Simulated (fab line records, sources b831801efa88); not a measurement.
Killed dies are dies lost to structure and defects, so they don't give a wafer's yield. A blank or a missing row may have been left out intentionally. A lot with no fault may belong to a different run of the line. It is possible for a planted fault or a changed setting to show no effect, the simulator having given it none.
fab line records	flow sky130
[record] lots = 24	wafers = 72	last_day = 50
route steps=708 shown VIA2@519 METAL3@535 VIA3@585 VIA4@640
lots that met no fault: taken from a fault-free run of the same line
start_h: start of the lot's first displayed wafer, in hours after the record's first day	wait_h: how many hours have passed since the lot's step before this one	" unchanged from the row above	L1.1+2: a single row standing in for several wafers	- no value, or no start was given	* or withheld: withheld	< > ~ a bound
route shown NAME@n: NAME is a module with steps in the file, n the number in the route of the first one	usual: mean and standard deviation over wafers with no fault	same: alike in all rows	chamber/n: place in a boat	sites: the reading at each site	_std_site: how widely they spread, as a standard deviation	_edge_site: mean of outer sites minus mean of inner sites	radius_mm: for every site, how far away it sits from the centre of the wafer	mask NAME#n: copy n	behind: the most recent tool/chamber to have shaped the wafer	hold: what put the lot on hold/how long, in hours/how the hold closed	device: transistor that didn't switch, given as n, p or np	end of line: the route-end tests of the same wafers	a step given without rows: its recipe and nothing more	killed: dies lost to structure and defects at the first sort, not the wafer's yield	map: the dies of a wafer, with x for killed, . for not killed, _ for no die there
set.NAME: setting as actually run; set.NAME@STEP: the setting as run at that earlier step	model.NAME: the simulator's own value behind a step, which no gauge read
steps of the route over a sample of lots; a table a step, a row a wafer
services: the hour from which a tool's chamber was out of use, counted from the record's first day as start_h (under 0 if before that day), plus the number of hours and why
[[steps]]
[step SKY_VIA2_CD_MEAS_12]
[recipe] target_cd_nm = 200
[usual] cd_nm = 199.2/1.2
lot.wafer	tool	chamber	start_h	wait_h	cd_nm
L074.3	cd_sem-01	-	847.68	-	199.8
L074.4	"	-	"	"	199.2
L074.5	"	-	"	"	200.3
L075.1	cd_sem-01	-	852.99	-	200.6
L075.4	"	-	"	"	200.1
L075.6	"	-	"	"	201.1
L076.1	cd_sem-02	-	862.94	-	200.2
L076.5	"	-	"	"	199.8
L076.6	"	-	"	"	199.7
L077.2	cd_sem-02	-	872.86	-	201.2
L077.3	"	-	"	"	198.8
L077.5	"	-	"	"	200.9
L078.1	cd_sem-02	-	885.90	-	196.9
L078.4	"	-	"	"	196.8
L078.5	"	-	"	"	197.0
L080.1	cd_sem-01	-	887.39	-	199.5
L080.4	"	-	"	"	199.7
L080.5	"	-	"	"	200.8
L079.1	cd_sem-01	-	888.09	-	200.5
L079.2	"	-	"	"	200.6
L079.6	"	-	"	"	199.3
L081.1	cd_sem-01	-	911.94	-	198.1
L081.3	"	-	"	"	199.2
L081.5	"	-	"	"	199.2
L082.3	cd_sem-02	-	922.03	-	198.8
L082.4	"	-	"	"	198.7
L082.6	"	-	"	"	198.2
L083.1	cd_sem-01	-	924.49	-	197.5
L083.2	"	-	"	"	197.6
L083.3	"	-	"	"	198.2
L084.1	cd_sem-02	-	932.05	-	200.4
L084.4	"	-	"	"	200.0
L084.6	"	-	"	"	200.2
L085.1	cd_sem-01	-	939.34	-	198.6
L085.2	"	-	"	"	197.3
L085.6	"	-	"	"	199.1
L086.4	cd_sem-01	-	939.96	-	199.9
L086.5	"	-	"	"	200.1
L086.6	"	-	"	"	199.2
L087.2	cd_sem-01	-	945.71	-	200.0
L087.4	"	-	"	"	199.1
L087.6	"	-	"	"	200.7
L088.3	cd_sem-01	-	957.38	-	200.7
L088.4	"	-	"	"	200.3
L088.6	"	-	"	"	200.7
L089.2	cd_sem-02	-	970.51	-	199.2
L089.3	"	-	"	"	198.9
L089.5	"	-	"	"	200.2
L091.1	cd_sem-01	-	985.50	-	197.9
L091.2	"	-	"	"	198.6
L091.4	"	-	"	"	198.5
L090.2	cd_sem-02	-	987.06	-	197.4
L090.3	"	-	"	"	197.4
L090.4	"	-	"	"	198.9
L092.3	cd_sem-02	-	988.08	-	199.0
L092.5	"	-	"	"	197.7
L092.6	"	-	"	"	198.9
L093.2	cd_sem-02	-	991.06	-	199.2
L093.3	"	-	"	"	197.6
L093.5	"	-	"	"	197.4
L094.3	cd_sem-02	-	993.88	-	198.8
L094.4	"	-	"	"	197.8
L094.6	"	-	"	"	199.8
L095.1	cd_sem-02	-	1008.04	-	198.3
L095.4	"	-	"	"	198.2
L095.6	"	-	"	"	198.2
L096.1	cd_sem-01	-	1008.39	-	199.9
L096.2	"	-	"	"	200.9
L096.5	"	-	"	"	200.5
L097.1	cd_sem-01	-	1015.35	-	200.6
L097.2	"	-	"	"	198.9
L097.4	"	-	"	"	199.9
[step SKY_METAL3_SPUTTER_03]
[recipe] material = Ti	target_thk_nm = 5	power_w = 3000	time_s = 3.3	chamber_pressure_pa = 0.4
[usual] throttle_valve_pct = 30.1/1.4
lot.wafer	tool	chamber	start_h	wait_h	throttle_valve_pct
L074.3	pvd_sputter-04	-	849.30	0.0	29.5
L074.4	"	-	"	"	28.9
L074.5	"	-	"	"	27.3
L075.1	pvd_sputter-02	-	854.63	0.0	29.3
L075.4	"	-	"	"	31.6
L075.6	"	-	"	"	30.3
L076.1	pvd_sputter-01	-	864.59	0.0	30.2
L076.5	"	-	"	"	29.9
L076.6	"	-	"	"	31.0
L077.2	pvd_sputter-01	-	874.46	0.0	31.2
L077.3	"	-	"	"	31.4
L077.5	"	-	"	"	31.0
L078.1	pvd_sputter-02	-	887.52	0.0	31.3
L078.4	"	-	"	"	31.6
L078.5	"	-	"	"	31.2
L080.1	pvd_sputter-01	-	889.01	0.0	31.2
L080.4	"	-	"	"	30.2
L080.5	"	-	"	"	31.1
L079.1	pvd_sputter-02	-	889.74	0.0	30.3
L079.2	"	-	"	"	31.7
L079.6	"	-	"	"	29.1
L081.1	pvd_sputter-01	-	913.55	0.0	31.4
L081.3	"	-	"	"	29.6
L081.5	"	-	"	"	29.8
L082.3	pvd_sputter-01	-	923.69	0.0	29.6
L082.4	"	-	"	"	30.9
L082.6	"	-	"	"	30.2
L083.1	pvd_sputter-04	-	926.10	0.0	28.8
L083.2	"	-	"	"	29.3
L083.3	"	-	"	"	27.4
L084.1	pvd_sputter-04	-	933.75	0.0	32.4
L084.4	"	-	"	"	29.3
L084.6	"	-	"	"	28.6
L085.1	pvd_sputter-01	-	940.99	0.0	30.8
L085.2	"	-	"	"	29.8
L085.6	"	-	"	"	30.0
L086.4	pvd_sputter-01	-	941.86	0.0	31.3
L086.5	"	-	"	"	31.2
L086.6	"	-	"	"	29.8
L087.2	pvd_sputter-04	-	947.70	0.0	28.8
L087.4	"	-	"	"	32.4
L087.6	"	-	"	"	29.3
L088.3	pvd_sputter-01	-	959.35	0.0	30.0
L088.4	"	-	"	"	31.2
L088.6	"	-	"	"	29.8
L089.2	pvd_sputter-02	-	972.44	0.0	30.4
L089.3	"	-	"	"	31.2
L089.5	"	-	"	"	31.4
L091.1	pvd_sputter-04	-	987.67	0.0	32.3
L091.2	"	-	"	"	28.9
L091.4	"	-	"	"	29.6
L090.2	pvd_sputter-02	-	989.14	0.0	30.4
L090.3	"	-	"	"	31.4
L090.4	"	-	"	"	31.7
L092.3	pvd_sputter-04	-	989.75	0.0	28.8
L092.5	"	-	"	"	29.1
L092.6	"	-	"	"	27.4
L093.2	pvd_sputter-04	-	992.71	0.0	32.4
L093.3	"	-	"	"	29.4
L093.5	"	-	"	"	32.3
L094.3	pvd_sputter-02	-	995.60	0.0	31.0
L094.4	"	-	"	"	29.2
L094.6	"	-	"	"	31.2
L096.1	pvd_sputter-04	-	1010.06	0.0	27.5
L096.2	"	-	"	"	28.8
L096.5	"	-	"	"	27.2
L095.1	pvd_sputter-01	-	1010.19	0.0	31.2
L095.4	"	-	"	"	31.1
L095.6	"	-	"	"	29.5
L097.1	pvd_sputter-02	-	1016.97	0.0	31.5
L097.2	"	-	"	"	31.2
L097.4	"	-	"	"	29.3
[step SKY_VIA3_CD_MEAS_12]
[recipe] target_cd_nm = 200
[usual] cd_nm = 200.2/1.2
lot.wafer	tool	chamber	start_h	wait_h	cd_nm
L074.3	cd_sem-01	-	928.61	-	200.6
L074.4	"	-	"	"	201.8
L074.5	"	-	"	"	201.2
L075.1	cd_sem-01	-	934.47	-	198.3
L075.4	"	-	"	"	198.4
L075.6	"	-	"	"	198.1
L076.1	cd_sem-01	-	940.89	-	199.0
L076.5	"	-	"	"	201.7
L076.6	"	-	"	"	202.1
L077.2	cd_sem-02	-	951.29	-	200.4
L077.3	"	-	"	"	199.4
L077.5	"	-	"	"	200.4
L078.1	cd_sem-01	-	965.52	-	201.1
L078.4	"	-	"	"	199.7
L078.5	"	-	"	"	201.0
L080.1	cd_sem-02	-	967.09	-	197.7
L080.4	"	-	"	"	198.3
L080.5	"	-	"	"	198.7
L079.1	cd_sem-02	-	967.90	-	201.5
L079.2	"	-	"	"	201.9
L079.6	"	-	"	"	200.8
L081.1	cd_sem-01	-	991.20	-	200.1
L081.3	"	-	"	"	200.1
L081.5	"	-	"	"	199.6
L082.3	cd_sem-02	-	999.83	-	200.7
L082.4	"	-	"	"	201.5
L082.6	"	-	"	"	202.6
L083.1	cd_sem-02	-	1002.10	-	200.8
L083.2	"	-	"	"	201.3
L083.3	"	-	"	"	200.2
L084.1	cd_sem-01	-	1007.69	-	199.5
L084.4	"	-	"	"	200.1
L084.6	"	-	"	"	198.6
L085.1	cd_sem-01	-	1014.59	-	198.8
L085.2	"	-	"	"	200.0
L085.6	"	-	"	"	199.4
L086.4	cd_sem-02	-	1016.71	-	200.9
L086.5	"	-	"	"	202.2
L086.6	"	-	"	"	201.6
L087.2	cd_sem-02	-	1021.56	-	200.8
L087.4	"	-	"	"	201.9
L087.6	"	-	"	"	199.9
L088.3	cd_sem-01	-	1032.83	-	199.2
L088.4	"	-	"	"	200.8
L088.6	"	-	"	"	199.7
L089.2	cd_sem-02	-	1044.51	-	201.2
L089.3	"	-	"	"	201.2
L089.5	"	-	"	"	199.2
L091.1	cd_sem-01	-	1057.42	-	199.0
L091.2	"	-	"	"	199.8
L091.4	"	-	"	"	197.9
L090.2	cd_sem-02	-	1059.89	-	201.4
L090.3	"	-	"	"	201.9
L090.4	"	-	"	"	201.6
L092.3	cd_sem-02	-	1060.86	-	198.4
L092.5	"	-	"	"	198.5
L092.6	"	-	"	"	199.5
L093.2	cd_sem-02	-	1063.21	-	200.5
L093.3	"	-	"	"	201.3
L093.5	"	-	"	"	202.9
L094.3	cd_sem-01	-	1064.69	-	200.4
L094.4	"	-	"	"	200.1
L094.6	"	-	"	"	201.6
L096.1	cd_sem-01	-	1077.76	-	198.8
L096.2	"	-	"	"	198.1
L096.5	"	-	"	"	198.9
L095.1	cd_sem-01	-	1078.85	-	200.4
L095.4	"	-	"	"	200.9
L095.6	"	-	"	"	200.7
L097.1	cd_sem-01	-	1084.70	-	198.5
L097.2	"	-	"	"	197.3
L097.4	"	-	"	"	199.6
[step SKY_VIA3_CVD_21]
[recipe] material = W	target_thk_nm = 390	time_s = 117.31	temp_c = 400	pressure_torr = 40
[usual] heater_power_w = 917/97	susceptor_temp_C = 399.97/0.2
lot.wafer	tool	chamber	start_h	wait_h	heater_power_w	susceptor_temp_C
L074.3	cvd_w-01	0	929.52	0.1	749	399.85
L074.4	"	1	"	"	958	399.97
L074.5	"	1	"	"	969	399.76
L075.1	cvd_w-02	0	935.42	0.0	1021	400.05
L075.4	"	0	"	"	1005	399.97
L075.6	"	0	"	"	1013	399.86
L076.1	cvd_w-02	0	942.30	0.0	983	399.62
L076.5	"	0	"	"	953	399.95
L076.6	"	1	"	"	941	400.07
L077.2	cvd_w-01	1	952.61	0.0	978	399.88
L077.3	"	1	"	"	986	400.04
L077.5	"	0	"	"	754	400.18
L078.1	cvd_w-02	1	966.53	0.0	914	399.91
L078.4	"	0	"	"	1001	400.16
L078.5	"	0	"	"	994	399.92
L080.1	cvd_w-01	0	968.04	0.0	752	399.56
L080.4	"	0	"	"	751	399.61
L080.5	"	1	"	"	979	400.11
L079.1	cvd_w-02	0	968.82	0.0	993	399.72
L079.2	"	1	"	"	927	400.30
L079.6	"	1	"	"	924	400.28
L081.1	cvd_w-02	0	992.17	0.0	980	399.69
L081.3	"	1	"	"	947	400.17
L081.5	"	0	"	"	1005	399.87
L082.3	cvd_w-01	1	1000.81	0.1	978	399.86
L082.4	"	0	"	"	761	399.95
L082.6	"	0	"	"	754	399.62
L083.1	cvd_w-02	1	1003.13	0.0	942	400.16
L083.2	"	0	"	"	1004	399.86
L083.3	"	0	"	"	983	400.01
L084.1	cvd_w-02	1	1009.12	0.0	947	400.04
L084.4	"	1	"	"	930	400.28
L084.6	"	0	"	"	1017	400.14
L085.1	cvd_w-02	1	1015.54	0.0	930	400.16
L085.2	"	0	"	"	993	400.16
L085.6	"	0	"	"	982	400.14
L086.4	cvd_w-01	0	1017.60	0.1	755	399.85
L086.5	"	1	"	"	983	400.03
L086.6	"	0	"	"	780	399.64
L087.2	cvd_w-01	0	1022.45	0.0	757	400.26
L087.4	"	1	"	"	974	400.16
L087.6	"	0	"	"	756	400.01
L088.3	cvd_w-02	0	1033.75	0.1	1008	400.08
L088.4	"	1	"	"	954	400.09
L088.6	"	0	"	"	1000	400.13
L089.2	cvd_w-02	0	1045.40	0.0	995	399.88
L089.3	"	0	"	"	995	399.76
L089.5	"	1	"	"	960	400.04
L091.1	cvd_w-02	0	1058.37	0.0	998	400.24
L091.2	"	1	"	"	979	400.09
L091.4	"	1	"	"	959	400.07
L090.2	cvd_w-01	1	1060.87	0.0	998	400.61
L090.3	"	1	"	"	975	400.04
L090.4	"	0	"	"	781	400.00
L092.3	cvd_w-02	1	1061.78	0.1	938	400.20
L092.5	"	0	"	"	997	399.93
L092.6	"	1	"	"	924	399.86
L093.2	cvd_w-01	1	1064.15	0.0	982	400.55
L093.3	"	0	"	"	763	399.75
L093.5	"	0	"	"	746	399.93
L094.3	cvd_w-01	0	1065.65	0.1	736	399.99
L094.4	"	1	"	"	962	400.03
L094.6	"	1	"	"	988	400.07
L096.1	cvd_w-01	0	1078.67	0.0	761	400.12
L096.2	"	1	"	"	984	399.75
L096.5	"	1	"	"	980	400.05
L095.1	cvd_w-01	0	1079.80	0.0	786	399.85
L095.4	"	1	"	"	981	400.09
L095.6	"	1	"	"	994	400.06
L097.1	cvd_w-01	0	1085.61	0.0	750	399.85
L097.2	"	1	"	"	1002	399.89
L097.4	"	1	"	"	996	399.68
[step SKY_VIA4_THK_MEAS_01]
[recipe] reads = SiO2_of_VIA4_HDPCVD_00
[usual] VIA4_HDPCVD_THK = 1746/23
lot.wafer	tool	chamber	start_h	wait_h	VIA4_HDPCVD_THK[nm]
L074.3	film_metro-03	-	980.81	0.1	1727
L074.4	"	-	"	"	1720
L074.5	"	-	"	"	1775
L075.1	film_metro-04	-	987.64	0.1	1712
L075.4	"	-	"	"	1697
L075.6	"	-	"	"	1691
L076.1	film_metro-04	-	994.45	0.1	1739
L076.5	"	-	"	"	1752
L076.6	"	-	"	"	1730
L077.2	film_metro-04	-	1003.45	0.1	1777
L077.3	"	-	"	"	1772
L077.5	"	-	"	"	1770
L078.1	film_metro-02	-	1017.34	0.1	1721
L078.4	"	-	"	"	1784
L078.5	"	-	"	"	1717
L080.1	film_metro-02	-	1019.26	0.1	1739
L080.4	"	-	"	"	1769
L080.5	"	-	"	"	1777
L079.1	film_metro-04	-	1020.83	0.1	1755
L079.2	"	-	"	"	1779
L079.6	"	-	"	"	1784
L081.1	film_metro-04	-	1040.45	0.1	1781
L081.3	"	-	"	"	1726
L081.5	"	-	"	"	1762
L082.3	film_metro-04	-	1048.65	0.1	1764
L082.4	"	-	"	"	1739
L082.6	"	-	"	"	1711
L083.1	film_metro-03	-	1050.65	0.1	1755
L083.2	"	-	"	"	1738
L083.3	"	-	"	"	1734
L084.1	film_metro-04	-	1056.73	0.1	1746
L084.4	"	-	"	"	1747
L084.6	"	-	"	"	1757
L085.1	film_metro-02	-	1063.08	0.1	1710
L085.2	"	-	"	"	1692
L085.6	"	-	"	"	1712
L086.4	film_metro-04	-	1065.10	0.0	1743
L086.5	"	-	"	"	1784
L086.6	"	-	"	"	1747
L087.2	film_metro-03	-	1069.12	0.1	1710
L087.4	"	-	"	"	1729
L087.6	"	-	"	"	1724
L088.3	film_metro-02	-	1078.95	0.1	1729
L088.4	"	-	"	"	1729
L088.6	"	-	"	"	1745
L089.2	film_metro-02	-	1090.29	0.1	1731
L089.3	"	-	"	"	1771
L089.5	"	-	"	"	1747
L091.1	film_metro-04	-	1103.22	0.1	1768
L091.2	"	-	"	"	1753
L091.4	"	-	"	"	1740
L090.2	film_metro-02	-	1105.94	0.1	1723
L090.3	"	-	"	"	1710
L090.4	"	-	"	"	1723
L092.3	film_metro-04	-	1106.36	0.1	1766
L092.5	"	-	"	"	1715
L092.6	"	-	"	"	1771
L093.2	film_metro-03	-	1108.21	0.1	1751
L093.3	"	-	"	"	1719
L093.5	"	-	"	"	1748
L094.3	film_metro-02	-	1110.29	0.1	1739
L094.4	"	-	"	"	1791
L094.6	"	-	"	"	1737
L096.1	film_metro-04	-	1121.45	0.1	1751
L096.2	"	-	"	"	1722
L096.5	"	-	"	"	1754
L095.1	film_metro-02	-	1123.45	0.1	1751
L095.4	"	-	"	"	1736
L095.6	"	-	"	"	1741
L097.1	film_metro-02	-	1129.07	0.1	1767
L097.2	"	-	"	"	1713
L097.4	"	-	"	"	1727
[step SKY_VIA4_CMP_02]
[recipe] material = SiO2	down_force_psi = 4	platen_rpm = 60	pad_velocity_m_s = 0.94248
[usual] motor_current_A = 12.3/0.61
lot.wafer	tool	chamber	start_h	wait_h	motor_current_A
L074.3	cmp-02	2	980.95	0.1	12.9
L074.4	"	3	"	"	14.3
L074.5	"	0	"	"	12.4
L075.4	cmp-02	2	987.98	0.3	12.3
L075.1	"	3	"	"	12.7
L075.6	"	0	"	"	12.3
L076.1	cmp-02	2	994.56	0.1	13.1
L076.5	"	1	"	"	12.7
L076.6	"	2	"	"	12.1
L077.2	cmp-02	0	1003.55	0.1	12.3
L077.3	"	2	"	"	12.3
L077.5	"	0	"	"	12.3
L078.1	cmp-02	0	1017.45	0.1	12.0
L078.4	"	2	"	"	12.7
L078.5	"	3	"	"	12.9
L080.1	cmp-01	0	1019.42	0.1	10.9
L080.4	"	1	"	"	11.5
L080.5	"	3	"	"	13.1
L079.2	cmp-02	3	1020.89	0.0	13.2
L079.1	"	0	"	"	12.2
L079.6	"	3	"	"	12.8
L081.3	cmp-02	0	1040.56	0.1	11.5
L081.1	"	2	"	"	13.1
L081.5	"	3	"	"	12.2
L082.4	cmp-01	2	1048.79	0.1	11.9
L082.3	"	3	"	"	12.6
L082.6	"	0	"	"	11.2
L083.3	cmp-01	0	1050.71	0.0	11.3
L083.1	"	2	"	"	11.5
L083.2	"	3	"	"	12.9
L084.1	cmp-02	2	1056.95	0.2	12.0
L084.4	"	3	"	"	13.3
L084.6	"	0	"	"	12.0
L085.2	cmp-02	0	1063.14	0.0	12.1
L085.1	"	3	"	"	12.9
L085.6	"	0	"	"	12.4
L086.4	cmp-01	3	1065.61	0.5	13.0
L086.6	"	1	"	"	11.7
L086.5	"	2	"	"	12.5
L087.2	cmp-01	0	1069.27	0.1	11.1
L087.4	"	1	"	"	11.8
L087.6	"	3	"	"	13.3
L088.4	cmp-02	2	1078.99	0.0	12.6
L088.3	"	3	"	"	12.9
L088.6	"	3	"	"	13.3
L089.2	cmp-02	1	1090.39	0.1	11.7
L089.3	"	2	"	"	12.8
L089.5	"	1	"	"	12.0
L091.4	cmp-02	0	1103.28	0.0	12.2
L091.1	"	1	"	"	12.7
L091.2	"	2	"	"	12.2
L090.4	cmp-02	1	1106.47	0.5	12.6
L090.2	"	3	"	"	12.7
L090.3	"	0	"	"	12.3
L092.3	cmp-02	0	1107.17	0.8	11.9
L092.6	"	2	"	"	12.7
L092.5	"	3	"	"	12.9
L093.3	cmp-02	2	1108.27	0.0	12.3
L093.2	"	1	"	"	12.2
L093.5	"	3	"	"	12.5
L094.4	cmp-01	2	1110.38	0.1	12.0
L094.3	"	3	"	"	13.1
L094.6	"	2	"	"	12.2
L096.2	cmp-02	1	1121.57	0.1	12.1
L096.1	"	0	"	"	11.2
L096.5	"	1	"	"	11.9
L095.1	cmp-01	1	1123.51	0.1	11.4
L095.4	"	2	"	"	11.9
L095.6	"	2	"	"	12.5
L097.4	cmp-01	0	1129.13	0.0	11.0
L097.1	"	1	"	"	11.7
L097.2	"	3	"	"	12.9
[[services]]
tool	chamber	start_h	hours	kind
cmp-01	-	829.29	0.4	repair
pvd_sputter-04	-	837.54	0.6	repair
cmp-01	-	840.09	3.4	pm
cvd_w-02	-	875.19	1.7	repair
pvd_sputter-04	-	884.93	7.9	repair
pvd_sputter-04	-	893.58	7.7	repair
cvd_w-01	-	904.06	14.0	pm
cmp-02	-	912.26	4.0	pm
cmp-01	-	926.40	1.8	repair
pvd_sputter-04	-	935.92	1.0	repair
cmp-01	-	951.83	0.8	repair
cmp-01	-	958.23	2.0	repair
cvd_w-02	-	981.39	2.8	pm
cmp-01	-	984.10	5.1	pm
cvd_w-01	-	1005.71	6.9	pm
cmp-02	-	1026.24	4.2	pm
pvd_sputter-01	-	1031.02	10.1	repair
cmp-02	-	1064.03	4.5	pm
pvd_sputter-04	-	1070.35	13.2	repair
pvd_sputter-01	-	1091.68	1.6	repair
cmp-02	-	1094.83	0.7	repair
cvd_w-02	0	1096.99	1.4	repair
cmp-01	-	1103.89	4.0	pm
cvd_w-02	-	1109.26	1.2	repair
[[key]]
fault none
